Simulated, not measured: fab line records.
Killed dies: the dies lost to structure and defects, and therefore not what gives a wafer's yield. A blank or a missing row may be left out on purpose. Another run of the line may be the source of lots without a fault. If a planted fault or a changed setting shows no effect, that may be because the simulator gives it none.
A struck lot beside a sound one | flow gf180mcu | 14 out of 602 route steps
Sound: these wafers, L137.1, L137.4, L137.6. Struck: wafer L143.1. (L143.4, L143.5 of the same lot were not struck and are left out.) The cause comes at the end.
For every step that has rows: the tool of each side, followed by ch and its chambers, followed by its first start. Under that, the readings that differ: sound wafers | struck wafers | difference of the means | sigmas: that difference in standard deviations of wafers without a fault.
alike: same words and numbers on both sides, and readings whose means sit less than 2 such deviations apart. not compared: any withheld reading, any reading some wafer has no value for, any bound like >300 that may hide the same value, and any number with overlapping values for which the record gives no deviation.
Wherever a step has rows on one side only, a row that says differs or no value, or a row with sigmas, the two part there. Non-overlapping numbers with no deviation appear without sigmas and do not part them. A reading missing from all wafers of one side parts the sides only when that side holds two or more wafers.

first, 2 steps without rows for these wafers: GF_V1_ETCH_16 (etches BARC in N2/H2); GF_V1_ETCH_17 (etches SiO2 in C4F8/O2/Ar, stops on TiN, target depth 630 nm).
GF_V1_STRIP_18: strips in O2/N2.
  sound on plasma-asher-03 ch 0,1, day 19 05:29; struck on plasma-asher-03 ch 1, day 21 11:53
  alike: drypump-motor-current-A, heater-power-w, oes-product-au
  not compared: rf-hours-counter-h
then, 2 steps without rows for these wafers: GF_V1_STRIP_19 (strips in post etch residue remover, time 1200 s); GF_V1_CLEAN_20 (cleans in DIW).
GF_V1_SPUTTER_21: material Ti, target thk 15 nm, time 80.02 s.
  sound on pvd-sputter-01 at day 19 06:02; struck on pvd-sputter-04 at day 21 12:32
  alike: chamber-pressure-pa, throttle-valve-pct
then, 1 step without rows for these wafers: GF_V1_SPUTTER_22 (material TiN, target thk 10 nm, time 40 s).
GF_V1_CVD_23: deposits W, target thk 350 nm, time 105.05 s.
  sound on cvd-w-01 ch 0,1, day 19 06:08; struck on cvd-w-01 ch 1, day 21 12:38
  alike: heater-power-w
GF_V1_RS_MEAS_24: measures by four-point-probe.
  sound on film-metro-02 at day 19 06:14; struck on film-metro-02 at day 21 12:46
  alike: V1_W_RS
GF_V1_THK_MEAS_25: measures by xrf.
  sound on film-metro-02 at day 19 06:22; struck on film-metro-02 at day 21 12:53
  alike: V1_W_THK
GF_V1_CMP_26: polishes, stops on SiO2, t overpolish 15 s, target thk 0 nm.
  sound on cmp-01 ch 0,1,3, day 19 06:25; struck on cmp-02 ch 3, day 21 12:56
  reading                 | sound                | struck | difference | sigmas
  edge-zone-pressure-frac | 0.995 0.998 0.997    | 1.006  | +0.009     | +2
  overpolish-run-s (s)    | 15.003 15.001 15.001 | 14.980 | -0.022     | -2
  alike: motor-current-A, time-to-endpoint-s
then, 1 step without rows for these wafers: GF_M2_SPUTTER_00 (material Ti, target thk 37.5 nm, time 150 s).
GF_M2_SPUTTER_01: material TiN, target thk 30 nm, time 25 s.
  sound on pvd-sputter-03 at day 19 06:49; struck on pvd-sputter-02 at day 21 13:20
  reading                  | sound                | struck | difference | sigmas
  chamber-pressure-pa (Pa) | 0.3997 0.4008 0.3995 | 0.3483 | -0.0517    | -67
  alike: throttle-valve-pct
  not compared: model.TiN_of_M2_SPUTTER_01.thk-nm
GF_M2_SPUTTER_02: material AlCu, target thk 450 nm, time 23.9 s.
  sound on pvd-sputter-03 at day 19 06:51; struck on pvd-sputter-02 at day 21 13:22
  alike: chamber-pressure-pa, throttle-valve-pct

## WHERE THEY PART
First at GF_V1_CMP_26; last, within this record, at GF_M2_SPUTTER_01. Later steps at which nothing parts them and some readings are alike: GF_M2_SPUTTER_02.

WHY: what the simulator had put in
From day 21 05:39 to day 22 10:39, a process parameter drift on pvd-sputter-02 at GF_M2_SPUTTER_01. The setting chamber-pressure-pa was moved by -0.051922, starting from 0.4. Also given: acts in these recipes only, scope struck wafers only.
